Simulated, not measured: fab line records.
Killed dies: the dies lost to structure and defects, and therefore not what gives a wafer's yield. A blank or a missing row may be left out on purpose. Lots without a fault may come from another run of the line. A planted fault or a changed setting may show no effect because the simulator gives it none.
One fault through the eyes of 2 desks + flow gf180mcu + what lay behind the numbers comes last; until then each desk has only its own

THE TOOL OWNER'S DESK: pvd sputter-04
The tool's own readings at GF_M4_SPUTTER_00 (material Ti, target thk 37.5 nm, time 150 s): means of the sampled wafers that have a number, for each lot that ran on this tool. Marked OUT: a lot whose mean sits more than 4 standard deviations from the usual mean, which makes it out of limits; the brackets give that distance.
Columns: A = throttle valve pct at GF_M4_SPUTTER_00, usual 29.5 %
| lot  | first seen here | A    |
|------|-----------------|------|
| L280 | day 22 17:14    | 29.0 |
| L290 | day 26 07:13    | 29.2 |
| L301 | day 29 08:04    | 29.2 |
Finding of this desk: none of the 3 lots has anything out of limits.

FROM THE METROLOGY DESK
What the gauges read for every lot (on any tool): the sampled wafers with a number, averaged. Marked OUT: a lot whose mean sits more than 4 standard deviations from the usual mean, which makes it out of limits; the brackets give that distance.
Columns: A = V3_OVL at GF_V3_OVL_MEAS_15, usual -4 nm; B = V3_W_RS at GF_V3_RS_MEAS_24, usual 0.328 ohm/sq; C = V3_W_THK at GF_V3_THK_MEAS_25, usual 355 nm
| lot  | first seen here | A   | B     | C   |
|------|-----------------|-----|-------|-----|
| L280 | day 22 15:50    | 1   | 0.329 | 352 |
| L290 | day 26 05:50    | -11 | 0.325 | 355 |
| L299 | day 28 19:33    | -12 | 0.331 | 355 |
| L301 | day 29 06:41    | -7  | 0.325 | 360 |
| L303 | day 29 17:21    | 9   | 0.326 | 356 |
Finding of this desk: none of the 5 lots has anything out of limits.

BROUGHT TOGETHER
Nothing out of limits was seen by the tool owner's desk.
The metrology desk saw nothing out of limits.

WHAT HAD BEEN PUT IN BY THE SIMULATOR
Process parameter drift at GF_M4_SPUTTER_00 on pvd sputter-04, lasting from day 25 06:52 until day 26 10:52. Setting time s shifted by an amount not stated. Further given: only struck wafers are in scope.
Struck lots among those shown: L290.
